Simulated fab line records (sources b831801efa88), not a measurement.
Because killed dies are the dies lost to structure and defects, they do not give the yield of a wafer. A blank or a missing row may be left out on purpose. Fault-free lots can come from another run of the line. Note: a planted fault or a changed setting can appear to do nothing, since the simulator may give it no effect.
Chamber matching ; flow gf180mcu ; pecvd-03 running GF_V3_CVD_02: 3 sister chambers
The step deposits SiO2 from TEOS, target thk 850 nm, time 94.851 s. 3 wafers are shown with their chamber, then 8 later ones without.

## WAFERS PAIRED WITH THEIR CHAMBERS
wafer;chamber;heaterPowerW (W)
L087.4;2;858
L089.3;0;762
L091.2;1;684

## WAFERS WITHOUT THEIR CHAMBER
wafer;heaterPowerW (W)
L091.3;844
L091.4;705
L094.2;730
L094.4;573
L094.6;867
L096.1;752
L096.2;699
L096.6;772

## CHAMBER TAKEN BY EACH
wafer;from the rows above;in truth
L091.3;can't be placed: 2 or 0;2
L091.4;can't be placed: 1 or 0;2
L094.2;can't be placed: 0 or 1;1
L094.4;can't be placed: 1 or 0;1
L094.6;2;2
L096.1;can't be placed: 0 or 1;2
L096.2;can't be placed: 1 or 0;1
L096.6;can't be placed: 0 or 2 or 1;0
1 of 8 placed correctly. Not placeable from these rows: 7 (in 5, the candidates include the true chamber). Wrongly placed: 0.
How it was worked out, from the rows above alone: a wafer's distance from a chamber is the root of the sum, over the readings, of the square of ((its reading less the chamber's mean) divided by the reading's scatter). If the next closest chamber is less than 2 further off than the closest, the wafer can't be placed; otherwise it belongs to the closest. Each chamber's mean is taken over the wafers shown for it. The scatter (one wafer shown for each chamber): square how far every hidden wafer sits from the nearest shown wafer, average those squares and take the square root.
